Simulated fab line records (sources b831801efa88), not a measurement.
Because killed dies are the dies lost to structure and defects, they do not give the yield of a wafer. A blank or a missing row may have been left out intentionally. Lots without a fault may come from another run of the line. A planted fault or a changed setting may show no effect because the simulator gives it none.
The tool behind it: which one?	flow sky130	Sampling: 12 lots, 36 wafers, 5 of 708 route steps

== WHAT EACH GAUGE READ, for each wafer ==
SKY_CONTACT_THK_MEAS_01. Usual: CONTACT_CVD_00_THK gives 74.8 nm (standard deviation 1).
lot	measured	on	CONTACT_CVD_00_THK (nm)	flag
L276	day 30 09:40	film_metro-02	74.1 73.7 75.9	
L279	day 31 15:50	film_metro-02	76.6 75.2 77.3	
L280	day 31 16:23	film_metro-01	73.1 74.2 74.8	
L282	day 32 11:16	film_metro-01	74.2 73.6 75.9	
L290	day 35 08:11	film_metro-02	71.7 75.0 74.4	
L291	day 35 19:49	film_metro-01	73.4 75.9 74.9	
L293	day 36 02:09	film_metro-03	72.5 75.1 74.8	
L294	day 36 07:53	film_metro-03	75.2 74.6 75.9	
L295	day 36 13:04	film_metro-03	74.4 75.8 76.4	
L296	day 36 20:04	film_metro-03	73.9 75.1 75.4	
L297	day 37 04:09	film_metro-03	74.3 75.6 75.6	
L298	day 38 09:38	film_metro-01	73.5 73.9 74.2	

SKY_CONTACT_OVL_MEAS_15. Usual: CONTACT_OVL gives -1 nm (standard deviation 4.6).
lot	measured	on	CONTACT_OVL (nm)	flag
L276	day 31 14:35	overlay-01	-7 -8 -7	
L279	day 32 19:11	overlay-02	-2 1 0	
L280	day 32 20:03	overlay-01	-6 -8 2	
L282	day 33 14:35	overlay-01	-2 -4 0	
L290	day 36 10:39	overlay-01	6 -6 -1	
L291	day 36 22:18	overlay-01	4 7 -2	
L293	day 37 04:05	overlay-02	2 -6 0	
L294	day 37 10:59	overlay-02	-9 -7 -9	
L295	day 37 15:08	overlay-02	6 7 5	
L296	day 37 22:23	overlay-01	-1 4 -8	
L297	day 38 06:23	overlay-02	-1 -1 6	
L298	day 39 11:08	overlay-01	4 6 -4	

SKY_METAL2_THK_MEAS_06: measures by xrf. Usual: METAL2_ALCU_THK gives 251.2 nm (standard deviation 2.4).
lot	measured	on	METAL2_ALCU_THK (nm)	flag
L276	day 34 00:35	film_metro-03	251.3 252.3 249.9	
L279	day 35 04:14	film_metro-01	251.4 249.8 251.4	
L280	day 35 05:58	film_metro-04	251.1 250.8 247.6	
L282	day 36 01:02	film_metro-01	247.9 242.9 245.5	
L290	day 38 19:10	film_metro-01	249.2 249.8 247.0	
L291	day 39 05:55	film_metro-04	255.9 254.2 254.2	
L293	day 39 12:23	film_metro-04	251.1 250.9 251.7	
L294	day 39 18:26	film_metro-04	253.9 251.8 252.6	
L295	day 39 21:57	film_metro-04	252.0 251.0 252.8	
L296	day 40 04:35	film_metro-01	250.7 249.6 249.4	
L297	day 40 12:06	film_metro-04	256.4 258.1 257.3	
L298	day 41 16:29	film_metro-03	253.9 249.7 250.2	

== EACH LOT AND THE TOOL THAT RAN IT (in order: tool; ch and the chambers of the sampled wafers; start) ==
lot	SKY_METAL2_SPUTTER_03	SKY_METAL2_SPUTTER_04
L276	pvd_sputter-04, day 34 00:24	pvd_sputter-04, day 34 00:25
L279	pvd_sputter-02, day 35 04:04	pvd_sputter-02, day 35 04:05
L280	pvd_sputter-04, day 35 05:47	pvd_sputter-04, day 35 05:47
L282	pvd_sputter-04, day 36 00:50	pvd_sputter-04, day 36 00:51
L290	pvd_sputter-02, day 38 18:58	pvd_sputter-02, day 38 18:59
L291	pvd_sputter-04, day 39 05:43	pvd_sputter-04, day 39 05:44
L293	pvd_sputter-02, day 39 12:12	pvd_sputter-02, day 39 12:13
L294	pvd_sputter-04, day 39 18:14	pvd_sputter-04, day 39 18:16
L295	pvd_sputter-04, day 39 21:46	pvd_sputter-04, day 39 21:47
L296	pvd_sputter-02, day 40 04:24	pvd_sputter-02, day 40 04:25
L297	pvd_sputter-04, day 40 11:54	pvd_sputter-04, day 40 11:55
L298	pvd_sputter-03, day 41 16:17	pvd_sputter-03, day 41 16:19
- SKY_METAL2_SPUTTER_03: material Ti, target thk 5 nm, time 3.3 s.
- SKY_METAL2_SPUTTER_04: material TiN, target thk 70 nm, time 58.3 s.

== AS READ BY THE TOOLS THEMSELVES (means over the sampled wafers that have a number; for cases with no such wafer, the mark the record gives instead) ==
SKY_METAL2_SPUTTER_03. Usual: 30.2 % for throttle_valve_pct, sd 0.9.
lot	tool	throttle_valve_pct (%)	flag
L276	pvd_sputter-04	30.3	
L279	pvd_sputter-02	29.8	
L280	pvd_sputter-04	30.3	
L282	pvd_sputter-04	30.8	
L290	pvd_sputter-02	29.8	
L291	pvd_sputter-04	30.1	
L293	pvd_sputter-02	29.3	
L294	pvd_sputter-04	30.8	
L295	pvd_sputter-04	30.6	
L296	pvd_sputter-02	29.2	
L297	pvd_sputter-04	30.7	
L298	pvd_sputter-03	30.7	

SKY_METAL2_SPUTTER_04. Usual: 30.3 % for throttle_valve_pct, sd 0.88.
lot	tool	throttle_valve_pct (%)	flag
L276	pvd_sputter-04	30.1	
L279	pvd_sputter-02	29.8	
L280	pvd_sputter-04	30.2	
L282	pvd_sputter-04	30.8	
L290	pvd_sputter-02	29.8	
L291	pvd_sputter-04	30.3	
L293	pvd_sputter-02	29.2	
L294	pvd_sputter-04	30.8	
L295	pvd_sputter-04	30.8	
L296	pvd_sputter-02	29.3	
L297	pvd_sputter-04	30.7	
L298	pvd_sputter-03	30.8	

== THE ANSWER, worked out from the rows above alone ==
Rule: take the mean of a lot's wafers that have a number; if it is more than 3 standard deviations from the usual mean, the lot is off. A lot without any number at a reading at which 4 lots or more have one is off too. Where the step has rows for the other lots, those lots are counted as sound. First the gauges in route order, then the tools' own readings, where a lot's mean is used as printed above. The first step at which some lot is off is used, and at that step the reading that is off furthest; a lot without a number counts as furthest.
No lot is off on any of the readings shown, so nothing can be concluded from this.

== WHAT WAS PUT IN BY THE SIMULATOR ==
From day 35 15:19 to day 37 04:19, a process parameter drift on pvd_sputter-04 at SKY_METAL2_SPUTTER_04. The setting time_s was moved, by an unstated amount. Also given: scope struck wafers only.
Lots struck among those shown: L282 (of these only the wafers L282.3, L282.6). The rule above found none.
